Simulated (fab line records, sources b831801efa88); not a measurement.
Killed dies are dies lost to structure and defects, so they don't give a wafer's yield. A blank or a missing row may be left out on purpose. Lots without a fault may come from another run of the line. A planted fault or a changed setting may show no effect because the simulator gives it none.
fab line records | flow sky130
record lots=6 wafers=18 last_day=50
route steps=708 shown LDD_N@253 LDD_P@255 LDD_HVN@267 LDD_HVP@278 LDD_LDN@289 PAD_OPEN@708
lots that met no fault: from a run of the same line without faults
start_h: hours from the record's first day to the start of the lot's first wafer shown | wait_h: hours since the lot's step before | " the same as in the row above | L1.1+2: a row that stands for several wafers | - no value, or no start given | * or withheld: withheld | < > ~ a bound
route shown NAME@n: a module of which the file shows steps, and the number in the route of the first | usual: mean/standard deviation of fault-free wafers | same: alike in all rows | chamber/n: place in a boat | sites: the reading at each site | _std_site: their standard deviation | _edge_site: outer sites' mean less inner sites' | radius_mm: how far each site lies from the wafer's centre | mask NAME#n: copy n | behind: the tool/chamber that last shaped the wafer | hold: why the lot was held/for how many hours/how that ended | device: the transistor (n, p or np) that didn't switch | end of line: the same wafers' tests at the end of the route | a step without rows: its recipe alone | killed: dies lost to structure and defects at the first sort, not the wafer's yield | map: a wafer's dies, x killed, . not, _ none there
set.NAME: the setting as run; set.NAME@STEP: as run at that earlier step | model.NAME: the simulator's own value behind a step, which no gauge read
lots at some steps of the route; a table a step, a row a wafer
services: from which hour (start_h, from the record's first day; less than 0 if before it) a tool's chamber was out of use, for how many hours, and why
## steps
# step SKY_LDD_N_STRIP_16
# recipe chemistry=O2/N2 power_w=1400 pressure_mtorr=1500 platen_temp_c=withheld o2_flow_sccm=3000 n2_flow_sccm=300 overash_fraction=0.5
# usual drypump_motor_current_A=5.6/0.47 oes_product_au=0.407/0.0048 strip_time_to_endpoint_s=4.315/0.015
# columns lot.wafer tool chamber start_h wait_h drypump_motor_current_A oes_product_au rf_hours_counter_h strip_time_to_endpoint_s
L115.2 plasma_asher-04 0 441.69 0.1 5.9 0.397 64 4.302
L115.4 " 1 " " 5.0 0.411 - 4.318
L115.5 " 0 " " 5.9 0.406 - 4.298
L121.3 plasma_asher-04 0 517.36 0.1 5.9 0.412 - 4.291
L121.4 " 1 " " 5.0 0.406 - 4.329
L121.5 " 1 " " 5.0 0.409 - 4.298
L124.2 plasma_asher-01 1 537.73 0.1 5.0 0.406 84 4.342
L124.3 " 0 " " 6.4 0.410 - 4.326
L124.4 " 1 " " 5.0 0.406 - 4.303
L126.2 plasma_asher-04 1 566.83 0.1 5.0 0.405 76 4.295
L126.3 " 0 " " 5.9 0.405 - 4.292
L126.5 " 1 " " 5.0 0.410 - 4.306
L131.1 plasma_asher-03 1 591.48 0.1 5.7 0.406 48 4.332
L131.2 " 0 " " 5.9 0.415 48 4.316
L131.6 " 1 " " 5.6 0.416 - 4.347
L133.2 plasma_asher-04 1 601.16 0.1 5.0 0.407 80 4.343
L133.4 " 1 " " 5.0 0.408 - 4.339
L133.6 " 1 " " 5.0 0.407 - 4.314
# step SKY_LDD_N_TW_MEAS_17
# usual LDD_N_TW=2569/17
# columns lot.wafer tool chamber start_h wait_h LDD_N_TW
L115.2 film_metro-04 - 441.80 0.1 2580
L115.4 " - " " 2586
L115.5 " - " " 2586
L121.3 film_metro-03 - 517.45 0.1 2578
L121.4 " - " " 2576
L121.5 " - " " 2583
L124.2 film_metro-04 - 537.84 0.1 2565
L124.3 " - " " 2572
L124.4 " - " " 2575
L126.2 film_metro-04 - 566.94 0.1 2587
L126.3 " - " " 2561
L126.5 " - " " 2576
L131.1 film_metro-03 - 591.58 0.1 2592
L131.2 " - " " 2585
L131.6 " - " " 2583
L133.2 film_metro-04 - 601.27 0.1 2570
L133.4 " - " " 2573
L133.6 " - " " 2579
# step SKY_LDD_P_DEHYDRATE_00
# recipe temp_c=200 time_s=60
# step SKY_LDD_P_HMDS_01
# recipe prime_time_s=60 prime_temp_c=120
# step SKY_LDD_P_COAT_02
# recipe resist=NOVOLAK spin_rpm=3000 resist_thk_nm=1140
# step SKY_LDD_P_SOFTBAKE_03
# recipe temp_c=90 time_s=60 resist=NOVOLAK
# step SKY_LDD_P_EXPOSE_04
# recipe mask_id=PSDM na=0.6 source_shape=conventional sigma_outer=0.6 polarization=unpolarized target_cd_nm=380 dose_mj=138
# step SKY_LDD_P_PEB_05
# recipe temp_c=withheld time_s=* resist=NOVOLAK
# step SKY_LDD_P_DEVELOP_06
# recipe resist=NOVOLAK developer=TMAH develop_time_s=60 dev_temp_c=23
# step SKY_LDD_P_CD_MEAS_07
# recipe target_cd_nm=380
# usual cd_nm=379.7/2.4
# columns lot.wafer tool chamber start_h wait_h cd_nm
L115.2 cd_sem-02 - 471.75 0.1 376.1
L115.4 " - " " 375.4
L115.5 " - " " 375.4
L121.3 cd_sem-01 - 547.72 0.1 380.4
L121.4 " - " " 379.6
L121.5 " - " " 380.5
L124.2 cd_sem-01 - 567.53 0.1 380.4
L124.3 " - " " 381.5
L124.4 " - " " 380.4
L126.2 cd_sem-02 - 596.30 0.1 376.8
L126.3 " - " " 375.1
L126.5 " - " " 376.3
L131.1 cd_sem-01 - 619.98 0.1 380.6
L131.2 " - " " 381.9
L131.6 " - " " 383.2
L133.2 cd_sem-01 - 630.25 0.1 378.8
L133.4 " - " " 380.7
L133.6 " - " " 381.9
# step SKY_LDD_P_OVL_MEAS_08
# usual LDD_P_OVL=-0.3/1.2
# columns lot.wafer tool chamber start_h wait_h LDD_P_OVL[nm]
L115.2 overlay-01 - 471.86 0.1 -0.7
L115.4 " - " " -0.7
L115.5 " - " " -0.5
L121.3 overlay-01 - 547.81 0.1 -1.0
L121.4 " - " " 1.4
L121.5 " - " " 0.5
L124.2 overlay-02 - 567.63 0.1 -2.7
L124.3 " - " " -2.4
L124.4 " - " " -2.2
L126.2 overlay-02 - 596.40 0.1 1.2
L126.3 " - " " 0.9
L126.5 " - " " -0.5
L131.1 overlay-02 - 620.10 0.1 -0.2
L131.2 " - " " -0.1
L131.6 " - " " -0.4
L133.2 overlay-02 - 630.36 0.1 1.0
L133.4 " - " " 1.3
L133.6 " - " " 2.1
# step SKY_LDD_P_IMPLANT_09
# recipe species=BF2 energy_kev=25 dose_cm2=1e+13 tilt_deg=withheld
# step SKY_LDD_P_STRIP_10
# recipe chemistry=O2/N2 power_w=1400 pressure_mtorr=1500 platen_temp_c=withheld o2_flow_sccm=3000 n2_flow_sccm=300 overash_fraction=0.5
# usual drypump_motor_current_A=5.6/0.47 oes_product_au=0.716/0.0046 strip_time_to_endpoint_s=14.19/0.044
# columns lot.wafer tool chamber start_h wait_h drypump_motor_current_A oes_product_au rf_hours_counter_h strip_time_to_endpoint_s
L115.2 plasma_asher-03 1 472.04 0.1 5.7 0.723 36 14.17
L115.4 " 0 " " 5.9 0.716 - 14.20
L115.5 " 0 " " 5.9 0.716 - 14.20
L121.3 plasma_asher-02 0 548.02 0.1 6.3 0.724 - 14.24
L121.4 " 1 " " 5.5 0.707 - 14.28
L121.5 " 0 " " 6.3 0.719 - 14.27
L124.2 plasma_asher-02 1 567.81 0.1 5.5 0.710 12 14.21
L124.3 " 1 " " 5.4 0.715 - 14.21
L124.4 " 0 " " 6.3 0.710 - 14.24
L126.2 plasma_asher-03 1 596.58 0.1 5.6 0.717 49 14.24
L126.3 " 0 " " 5.9 0.725 - 14.24
L126.5 " 0 " " 5.9 0.716 - 14.24
L131.1 plasma_asher-04 0 620.28 0.1 5.8 0.725 82 14.18
L131.2 " 1 " " 5.0 0.721 82 14.17
L131.6 " 0 " " 5.9 0.725 - 14.16
L133.2 plasma_asher-02 1 630.54 0.1 5.4 0.716 18 14.19
L133.4 " 0 " " 6.3 0.712 - 14.21
L133.6 " 0 " " 6.3 0.716 - 14.20
# step SKY_LDD_P_TW_MEAS_11
# usual LDD_P_TW=635.9/2.9
# columns lot.wafer tool chamber start_h wait_h LDD_P_TW
L115.2 film_metro-04 - 472.15 0.1 636.3
L115.4 " - " " 635.5
L115.5 " - " " 634.4
L121.3 film_metro-03 - 548.25 0.2 636.6
L121.4 " - " " 636.7
L121.5 " - " " 639.7
L124.2 film_metro-02 - 567.92 0.1 637.9
L124.3 " - " " 635.8
L124.4 " - " " 634.6
L126.2 film_metro-02 - 596.69 0.1 633.7
L126.3 " - " " 634.3
L126.5 " - " " 634.6
L131.1 film_metro-03 - 620.38 0.1 639.0
L131.2 " - " " 642.1
L131.6 " - " " 639.9
L133.2 film_metro-04 - 630.65 0.1 633.0
L133.4 " - " " 635.2
L133.6 " - " " 636.9
# step SKY_LDD_HVN_DEHYDRATE_00
# recipe temp_c=200 time_s=60
# step SKY_LDD_HVN_HMDS_01
# recipe prime_time_s=60 prime_temp_c=120
# step SKY_LDD_HVN_COAT_02
# recipe resist=NOVOLAK spin_rpm=3000 resist_thk_nm=300
# step SKY_LDD_HVN_SOFTBAKE_03
# recipe temp_c=90 time_s=60 resist=NOVOLAK
# step SKY_LDD_HVN_EXPOSE_04
# recipe mask_id=HVNTM na=0.6 source_shape=conventional sigma_outer=0.6 polarization=unpolarized target_cd_nm=700 dose_mj=127
# step SKY_LDD_HVN_PEB_05
# recipe temp_c=withheld time_s=* resist=NOVOLAK
# step SKY_LDD_HVN_DEVELOP_06
# recipe resist=NOVOLAK developer=TMAH develop_time_s=60 dev_temp_c=23
# step SKY_LDD_HVN_OVL_MEAS_07
# usual LDD_HVN_OVL=-0.8/1.3
# columns lot.wafer tool chamber start_h wait_h LDD_HVN_OVL[nm]
L115.2 overlay-02 - 502.34 0.1 0.0
L115.4 " - " " -1.6
L115.5 " - " " -1.8
L121.3 overlay-01 - 577.75 0.1 -0.2
L121.4 " - " " -0.8
L121.5 " - " " -1.0
L124.2 overlay-02 - 597.40 0.1 -0.5
L124.3 " - " " -0.8
L124.4 " - " " 0.6
L126.2 overlay-01 - 625.41 0.1 -0.3
L126.3 " - " " -1.3
L126.5 " - " " 0.1
L131.1 overlay-02 - 648.44 0.1 1.0
L131.2 " - " " 0.7
L131.6 " - " " 0.3
L133.2 overlay-02 - 658.89 0.1 -2.2
L133.4 " - " " -1.5
L133.6 " - " " -2.4
# step SKY_LDD_HVN_IMPLANT_08
# recipe species=P energy_kev=60 dose_cm2=3e+13 tilt_deg=40
# step SKY_LDD_HVN_STRIP_09
# recipe chemistry=O2/N2 power_w=1400 pressure_mtorr=1500 platen_temp_c=withheld o2_flow_sccm=3000 n2_flow_sccm=300 overash_fraction=0.5
# usual drypump_motor_current_A=5.8/0.5 oes_product_au=0.408/0.0048 strip_time_to_endpoint_s=4.137/0.014
# columns lot.wafer tool chamber start_h wait_h drypump_motor_current_A oes_product_au rf_hours_counter_h strip_time_to_endpoint_s
L115.2 plasma_asher-01 0 502.52 0.1 6.4 0.411 80 4.147
L115.4 " 0 " " 6.4 0.404 - 4.117
L115.5 " 0 " " 6.4 0.414 - 4.140
L121.3 plasma_asher-03 0 577.95 0.1 5.9 0.404 - 4.127
L121.4 " 1 " " 5.7 0.408 - 4.136
L121.5 " 1 " " 5.6 0.411 - 4.125
L124.2 plasma_asher-03 0 597.58 0.1 5.9 0.412 49 4.134
L124.3 " 0 " " 5.9 0.409 - 4.123
L124.4 " 1 " " 5.6 0.417 - 4.152
L126.2 plasma_asher-02 0 625.59 0.1 6.3 0.409 17 4.121
L126.3 " 1 " " 5.5 0.402 - 4.136
L126.5 " 1 " " 5.4 0.405 - 4.113
L131.1 plasma_asher-01 1 648.63 0.1 5.0 0.404 95 4.131
L131.2 " 0 " " 6.4 0.400 95 4.114
L131.6 " 0 " " 6.4 0.410 - 4.142
L133.2 plasma_asher-01 0 659.07 0.1 6.4 0.405 96 4.138
L133.4 " 1 " " 5.0 0.402 - 4.156
L133.6 " 1 " " 5.0 0.400 - 4.159
# step SKY_LDD_HVN_TW_MEAS_10
# usual LDD_HVN_TW=1433/12
# columns lot.wafer tool chamber start_h wait_h LDD_HVN_TW
L115.2 film_metro-01 - 502.63 0.1 1418
L115.4 " - " " 1416
L115.5 " - " " 1414
L121.3 film_metro-02 - 578.04 0.1 1441
L121.4 " - " " 1439
L121.5 " - " " 1436
L124.2 film_metro-01 - 597.69 0.1 1413
L124.3 " - " " 1422
L124.4 " - " " 1410
L126.2 film_metro-04 - 625.70 0.1 1440
L126.3 " - " " 1433
L126.5 " - " " 1433
L131.1 film_metro-02 - 648.73 0.1 1438
L131.2 " - " " 1443
L131.6 " - " " 1444
L133.2 film_metro-04 - 659.18 0.1 1440
L133.4 " - " " 1440
L133.6 " - " " 1444
# step SKY_LDD_HVP_DEHYDRATE_00
# recipe temp_c=200 time_s=60
# step SKY_LDD_HVP_HMDS_01
# recipe prime_time_s=60 prime_temp_c=120
# step SKY_LDD_HVP_COAT_02
# recipe resist=NOVOLAK spin_rpm=3000 resist_thk_nm=300
# step SKY_LDD_HVP_SOFTBAKE_03
# recipe temp_c=90 time_s=60 resist=NOVOLAK
# step SKY_LDD_HVP_EXPOSE_04
# recipe mask_id=HVPTM na=0.6 source_shape=conventional sigma_outer=0.6 polarization=unpolarized target_cd_nm=700 dose_mj=86
# step SKY_LDD_HVP_PEB_05
# recipe temp_c=withheld time_s=* resist=NOVOLAK
# step SKY_LDD_HVP_DEVELOP_06
# recipe resist=NOVOLAK developer=TMAH develop_time_s=60 dev_temp_c=23
# step SKY_LDD_HVP_OVL_MEAS_07
# usual LDD_HVP_OVL=-1.0/1.5
# columns lot.wafer tool chamber start_h wait_h LDD_HVP_OVL[nm]
L115.2 overlay-01 - 532.98 0.1 -1.4
L115.4 " - " " -2.0
L115.5 " - " " -2.8
L121.3 overlay-01 - 606.36 0.1 -0.6
L121.4 " - " " 1.2
L121.5 " - " " -1.1
L124.2 overlay-02 - 627.04 0.1 -0.1
L124.3 " - " " 0.6
L124.4 " - " " 0.1
L126.2 overlay-02 - 655.08 0.1 -2.0
L126.3 " - " " -1.6
L126.5 " - " " -2.0
L131.1 overlay-01 - 676.63 0.1 -3.3
L131.2 " - " " -3.3
L131.6 " - " " -2.4
L133.2 overlay-01 - 687.10 0.1 -0.7
L133.4 " - " " -2.3
L133.6 " - " " -3.1
# step SKY_LDD_HVP_IMPLANT_08
# recipe species=B energy_kev=19.81 dose_cm2=1.7e+13 tilt_deg=17.9
# step SKY_LDD_HVP_STRIP_09
# recipe chemistry=O2/N2 power_w=1400 pressure_mtorr=1500 platen_temp_c=withheld o2_flow_sccm=3000 n2_flow_sccm=300 overash_fraction=0.5
# usual drypump_motor_current_A=5.7/0.56 oes_product_au=0.409/0.0043 strip_time_to_endpoint_s=4.137/0.017
# columns lot.wafer tool chamber start_h wait_h drypump_motor_current_A oes_product_au rf_hours_counter_h strip_time_to_endpoint_s
L115.2 plasma_asher-02 1 533.16 0.1 5.5 0.409 8 4.124
L115.4 " 0 " " 6.3 0.406 - 4.118
L115.5 " 1 " " 5.4 0.409 - 4.116
L121.3 plasma_asher-02 0 606.56 0.1 6.3 0.410 - 4.139
L121.4 " 1 " " 5.4 0.408 - 4.135
L121.5 " 1 " " 5.4 0.406 - 4.153
L124.2 plasma_asher-02 0 627.22 0.1 6.3 0.410 18 4.131
L124.3 " 1 " " 5.5 0.415 - 4.139
L124.4 " 0 " " 6.3 0.406 - 4.143
L126.2 plasma_asher-02 1 655.26 0.1 5.4 0.408 20 4.165
L126.3 " 0 " " 6.4 0.416 - 4.140
L126.5 " 1 " " 5.4 0.400 - 4.136
L131.1 plasma_asher-02 1 676.81 0.1 5.4 0.413 22 4.129
L131.2 " 0 " " 6.3 0.411 22 4.116
L131.6 " 1 " " 5.4 0.412 - 4.133
L133.2 plasma_asher-01 1 687.28 0.1 5.0 0.414 99 4.148
L133.4 " 1 " " 5.0 0.407 - 4.144
L133.6 " 0 " " 6.4 0.411 - 4.155
# step SKY_LDD_HVP_TW_MEAS_10
# usual LDD_HVP_TW=456/3.1
# columns lot.wafer tool chamber start_h wait_h LDD_HVP_TW
L115.2 film_metro-01 - 533.27 0.1 450
L115.4 " - " " 450
L115.5 " - " " 449
L121.3 film_metro-03 - 606.65 0.1 458
L121.4 " - " " 458
L121.5 " - " " 460
L124.2 film_metro-02 - 627.33 0.1 455
L124.3 " - " " 456
L124.4 " - " " 453
L126.2 film_metro-03 - 655.37 0.1 456
L126.3 " - " " 452
L126.5 " - " " 455
L131.1 film_metro-02 - 676.91 0.1 457
L131.2 " - " " 460
L131.6 " - " " 458
L133.2 film_metro-03 - 687.39 0.1 455
L133.4 " - " " 456
L133.6 " - " " 453
# step SKY_LDD_LDN_DEHYDRATE_00
# recipe temp_c=200 time_s=60
# step SKY_LDD_LDN_HMDS_01
# recipe prime_time_s=60 prime_temp_c=120
# step SKY_LDD_LDN_COAT_02
# recipe resist=NOVOLAK spin_rpm=3000 resist_thk_nm=1140
# step SKY_LDD_LDN_SOFTBAKE_03
# recipe temp_c=90 time_s=60 resist=NOVOLAK
# step SKY_LDD_LDN_EXPOSE_04
# recipe mask_id=LDNTM na=0.6 source_shape=conventional sigma_outer=0.6 polarization=unpolarized target_cd_nm=700 dose_mj=140
# step SKY_LDD_LDN_PEB_05
# recipe temp_c=withheld time_s=* resist=NOVOLAK
# step SKY_PAD_OPEN_PROBE_99
# usual killed_at_M0_to_M3=44/6.9 killed_at_M4_up=3.3/1.7 killed_at_contacts=24/4.7 killed_at_front_end=15/4.5 killed_at_other=0.2/0.49 killed_dies=86/8.4 killed_on_rim=17/4.2 killed_open=47/6.5 killed_short=39/6
# same gross_dies=492 killed_at_back_side=0
# columns lot.wafer tool chamber start_h wait_h killed_at_M0_to_M3 killed_at_M4_up killed_at_contacts killed_at_front_end killed_at_other killed_dies killed_on_rim killed_open killed_short
L115.2 prober-02 - 1101.73 0.1 30 1 25 16 0 72 14 36 36
L115.4 prober-02 - 1101.83 0.2 37 5 19 18 0 79 14 45 34
L115.5 prober-02 - 1101.88 0.2 44 2 27 14 0 87 16 44 43
L121.4 prober-01 - 1147.61 0.2 44 3 28 42 0 117 29 50 39
L124.2 prober-01 - 1162.40 0.1 41 4 16 44 1 106 33 46 35
L124.3 prober-01 - 1162.45 0.2 52 3 22 31 0 108 30 43 40
L124.4 prober-01 - 1162.50 0.2 48 3 33 13 1 98 20 52 46
L126.2 prober-01 - 1179.46 0.1 48 4 22 13 1 88 16 49 39
L126.3 prober-01 - 1179.51 0.2 54 2 24 19 0 99 13 52 47
L126.5 prober-01 - 1179.61 0.2 49 5 26 7 0 87 17 41 46
L131.1 prober-01 - 1192.06 0.1 52 1 26 25 0 104 26 57 47
L131.2 prober-01 - 1192.11 0.1 61 3 13 15 2 94 21 53 41
L131.6 prober-01 - 1192.31 0.2 37 5 25 23 0 90 18 49 41
# killed by level:class
L115.2 LI_CONTACT:geometric_particle:open=7 CONTACT:geometric_particle:open=7 METAL2:geometric_particle:short=7 FIELD_ISO:geometric_particle:open=5 VIA3:geometric_particle:open=5 LOCAL_INTERCONNECT:geometric_particle:short=4 METAL1:geometric_particle:short=4 VIA3:geometric_particle:short=4
L115.4 VIA1:geometric_particle:open=11 CONTACT:geometric_particle:open=8 FIELD_ISO:geometric_particle:short=7 VIA2:geometric_particle:open=5 VIA3:geometric_particle:open=5 POLY_GATE:geometric_particle:open=4 LI_CONTACT:geometric_particle:open=4 METAL1:geometric_particle:short=4
L115.5 CONTACT:geometric_particle:open=9 LI_CONTACT:geometric_particle:open=7 METAL2:geometric_particle:short=7 FIELD_ISO:geometric_particle:open=6 VIA1:geometric_particle:short=5 METAL3:geometric_particle:short=5 VIA3:geometric_particle:open=5 LOCAL_INTERCONNECT:geometric_particle:short=4
L121.4 LDD_P:unspecified=26 CONTACT:geometric_particle:open=12 LI_CONTACT:geometric_particle:open=9 VIA2:geometric_particle:open=9 FIELD_ISO:geometric_particle:short=7 METAL1:geometric_particle:short=6 VIA1:geometric_particle:open=5 METAL2:geometric_particle:short=5
L124.2 LDD_P:unspecified=25 VIA1:geometric_particle:open=10 POLY_GATE:geometric_particle:open=7 CONTACT:geometric_particle:open=7 LI_CONTACT:geometric_particle:short=5 METAL1:geometric_particle:short=5 FIELD_ISO:geometric_particle:open=4 VIA2:geometric_particle:open=4
L124.3 LDD_P:unspecified=25 VIA1:geometric_particle:open=15 METAL1:geometric_particle:short=9 VIA3:geometric_particle:open=7 LOCAL_INTERCONNECT:geometric_particle:short=6 CONTACT:geometric_particle:open=5 METAL2:geometric_particle:short=5 VIA2:geometric_particle:open=5
L124.4 LI_CONTACT:geometric_particle:open=10 CONTACT:geometric_particle:open=10 METAL1:geometric_particle:short=10 VIA1:geometric_particle:open=8 VIA2:geometric_particle:open=7 VIA1:geometric_particle:short=6 FIELD_ISO:geometric_particle:short=5 LI_CONTACT:geometric_particle:short=5
L126.2 VIA1:geometric_particle:open=10 FIELD_ISO:geometric_particle:open=7 LI_CONTACT:geometric_particle:open=7 CONTACT:geometric_particle:open=7 VIA2:geometric_particle:open=7 VIA1:geometric_particle:short=6 VIA2:geometric_particle:short=5 METAL3:geometric_particle:short=4
L126.3 VIA1:geometric_particle:open=13 LI_CONTACT:geometric_particle:open=10 VIA3:geometric_particle:open=8 VIA2:geometric_particle:open=8 POLY_GATE:geometric_particle:short=6 CONTACT:geometric_particle:short=5 METAL1:geometric_particle:short=5 VIA1:geometric_particle:short=5
L126.5 CONTACT:geometric_particle:short=9 VIA1:geometric_particle:open=9 CONTACT:geometric_particle:open=8 METAL2:geometric_particle:short=6 VIA3:geometric_particle:open=6 VIA2:geometric_particle:short=6 VIA2:geometric_particle:open=5 METAL1:geometric_particle:short=4
L131.1 FIELD_ISO:geometric_particle:short=10 LI_CONTACT:geometric_particle:open=10 VIA1:geometric_particle:open=9 VIA2:geometric_particle:short=8 VIA3:geometric_particle:open=8 POLY_GATE:geometric_particle:open=7 CONTACT:geometric_particle:open=7 VIA2:geometric_particle:open=5
L131.2 VIA1:geometric_particle:open=19 METAL2:geometric_particle:short=8 VIA2:geometric_particle:open=8 POLY_GATE:geometric_particle:open=6 VIA3:geometric_particle:open=5 CONTACT:geometric_particle:open=5 METAL1:geometric_particle:short=4 VIA1:geometric_particle:short=4
L131.6 VIA1:geometric_particle:open=9 VIA3:geometric_particle:open=8 FIELD_ISO:geometric_particle:open=7 CONTACT:geometric_particle:open=7 FIELD_ISO:geometric_particle:short=6 METAL4:geometric_particle:short=5 CONTACT:geometric_particle:short=5 LI_CONTACT:geometric_particle:open=5
# map L121.4 (x killed, . not)
__________xxxxx....._________
________xxxxxxxx....xx_______
______.xxxxxxxxx........_____
_____x.xxxx.x..x........x____
____....x.x....x..x.x...x.___
___x.x.xx.........x......x.__
__....x.x..x.x..x.......x..._
_x........x.xx........xx.....
_.x.........x.x......xx......
_................x....x....x.
_x...xx.......xx..x......x.x.
_.xx.xx....xx.............x.x
_x.........x.x...x...x..x....
_...x.x........xx..x.......x.
_...x....x....x..x....xx.....
__........................x._
___xx...........xx..x..x.x.__
____..............x....x..___
_____.x......x.......x...____
______.............x...x_____
________x..xx........._______
__________x........._________
# map L124.3 (x killed, . not)
__________xxxxxx.x.._________
________xxxxxxx..x..x._______
______xxxxxxxx.........x_____
_____..x.xxxxxx..x.....x.____
____....x.xx..x.x..x....x.___
___............x.x....x....__
__..............x........x.x_
_.....x.....x.x........x.....
_xxx.............x.x.x.......
_.....x..........x.xx....x..x
_..x.........x.........xx.x..
_...x....x........x.......x..
_.x.x..............xx..x.....
_..x.x.......x..............x
_....x...x.x...x..........x..
__.........................._
___..........x............x__
____.x......x.......x.....___
_____..x....x......xxx.x.____
______xx..x...x...x...x._____
________x........xx..._______
__________...xx....._________
## services
# columns tool chamber start_h hours kind
plasma_asher-02 - 421.25 9.0 pm
plasma_asher-02 0 421.25 9.0 vent_cycle
plasma_asher-02 1 421.25 9.0 vent_cycle
plasma_asher-02 0 430.25 - clean
plasma_asher-02 1 430.25 - clean
plasma_asher-01 - 440.68 2.9 repair
plasma_asher-02 - 502.00 13.2 repair
plasma_asher-03 - 639.03 2.8 pm
## key
first_sign step=SKY_PAD_OPEN_PROBE_99 reading=killed_at_front_end direction=up sigmas=5.3 usual=15 struck=39
effect step=SKY_PAD_OPEN_PROBE_99 reading=killed_dies direction=up sigmas=2.8 usual=86 struck=110
met_at SKY_LDD_P_STRIP_10
struck_wafers L121.4,L124.2,L124.3
tester_left_out L121,L124
fault kind=chamber_particle_source tool=plasma_asher-02 chamber=1 onset_h=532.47 steps=SKY_LDD_P_STRIP_10 rate_per_visit_cm2=1.3828 end_h=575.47
# tester_left_out: of these lots the tester's yield and bins aren't shown, on N5 and GAA mostly nor the transistor test; their killed dies are dies lost to structure and defects alone, not to doping, threshold or leakage, so they don't give the yield
